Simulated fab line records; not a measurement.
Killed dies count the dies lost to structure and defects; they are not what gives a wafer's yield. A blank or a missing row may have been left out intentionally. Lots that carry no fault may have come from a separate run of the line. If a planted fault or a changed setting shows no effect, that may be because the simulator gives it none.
A lot that was struck, set against a sound lot | flow sky130 | 15 out of 708 route steps
Sound: these wafers, L403.1, L403.4, L403.5. Wafers struck: L410.1, L410.2, L410.4. Last of all comes the cause.
Each step with rows lists, per side, the tool, then ch with its chambers, then its first start. Under that, the readings that differ: sound wafers | struck wafers | difference of the means | sigmas: that difference in standard deviations of wafers without a fault.
alike: same words and numbers on both sides, and readings whose means sit less than 2 such deviations apart. not compared: any withheld reading, any reading some wafer has no value for, any bound like >300 that may hide the same value, and any number with overlapping values for which the record gives no deviation.
The two part at a step that has a row with sigmas, a row that says differs or no value, or rows on one side only. Numbers that have no deviation but don't overlap get no sigmas and don't part them. A reading missing from all wafers of one side parts the sides only when that side holds two or more wafers.

first, 1 step without rows for these wafers: SKY_VIA3_ETCH_14 (etches BARC in N2/H2, stops on SiO2, time 45.9 s, target depth 60 nm).
SKY_VIA3_ETCH_15: etches SiO2 in C4F8/O2/Ar, stops on TiN, target depth 507 nm, time 78 s.
  sound on rie_diel-01 ch 0,1,3, day 40 18:44; struck on rie_diel-01 ch 0,3, day 43 05:50
  alike: oes_product_au
  not compared: rf_hours_counter_h
then, 4 steps without rows for these wafers: SKY_VIA3_STRIP_16 (strips in O2/N2); SKY_VIA3_STRIP_17 (strips in post etch residue remover, time 1200 s); SKY_VIA3_CLEAN_18 (cleans in IPA, time 180 s); SKY_VIA3_CLEAN_19 (cleans in O3/DIW).
SKY_VIA3_SPUTTER_20: material TiN, target thk 20 nm, time 80 s.
  struck on pvd_sputter-01, day 43 06:35; sound on pvd_sputter-03, day 40 19:29
  alike: cathode_dc_power_W, throttle_valve_pct
SKY_VIA3_CVD_21: deposits W, target thk 390 nm, time 117.31 s.
  sound on cvd_w-01 ch 0,1, day 40 19:34; struck on cvd_w-02 ch 0,1, day 43 06:39
  alike: heater_power_w
SKY_VIA3_RS_MEAS_22: the measuring method here is four-point-probe.
  struck on film_metro-01, day 43 06:46; sound on film_metro-03, day 40 19:41
  alike: VIA3_W_RS
SKY_VIA3_THK_MEAS_23: measures by xrf.
  struck on film_metro-01, day 43 06:53; sound on film_metro-03, day 40 19:48
  alike: VIA3_W_THK
SKY_VIA3_CMP_24: polishes, stops on SiO2, t overpolish 20 s, target thk 0 nm.
  sound on cmp-01 ch 1,2, day 40 19:52; struck on cmp-02 ch 0,1,2, day 43 06:57
  alike: motor_current_A, overpolish_run_s, retaining_ring_pressure_frac, time_to_endpoint_s
then, 1 step without rows for these wafers: SKY_METAL4_SPUTTER_00 (material Ti, target thk 15 nm, time 10 s).
SKY_METAL4_SPUTTER_01: material TiN, target thk 20 nm, time 16.7 s.
  struck on pvd_sputter-04, day 43 07:16; sound on pvd_sputter-01, day 40 20:11
  reading                                    | sound                | struck               | difference | sigmas
  cathode_dc_power_W (W)                     | 6501.5 6500.0 6499.5 | 6063.0 6062.3 6062.9 | -437.6     | -99 or more
  model.TiN_of_METAL4_SPUTTER_01.thk_nm (nm) | 20.01 20.21 20.45    | 19.05 18.8 18.85     | -1.32      |
  alike: throttle_valve_pct
SKY_METAL4_SPUTTER_02: material AlCu, target thk 735 nm, time 39.1 s.
  struck on pvd_sputter-04, day 43 07:18; sound on pvd_sputter-01, day 40 20:13
  alike: cathode_dc_power_W, throttle_valve_pct
then, 1 step without rows for these wafers: SKY_PAD_OPEN_PROBE_99.

## WHERE THEY PART
SKY_METAL4_SPUTTER_01 only, going by this record. Later steps at which nothing parts them and some readings are alike: SKY_METAL4_SPUTTER_02.

WHY: the cause the simulator had injected
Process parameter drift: pvd_sputter-04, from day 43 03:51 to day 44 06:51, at SKY_METAL4_SPUTTER_01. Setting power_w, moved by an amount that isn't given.
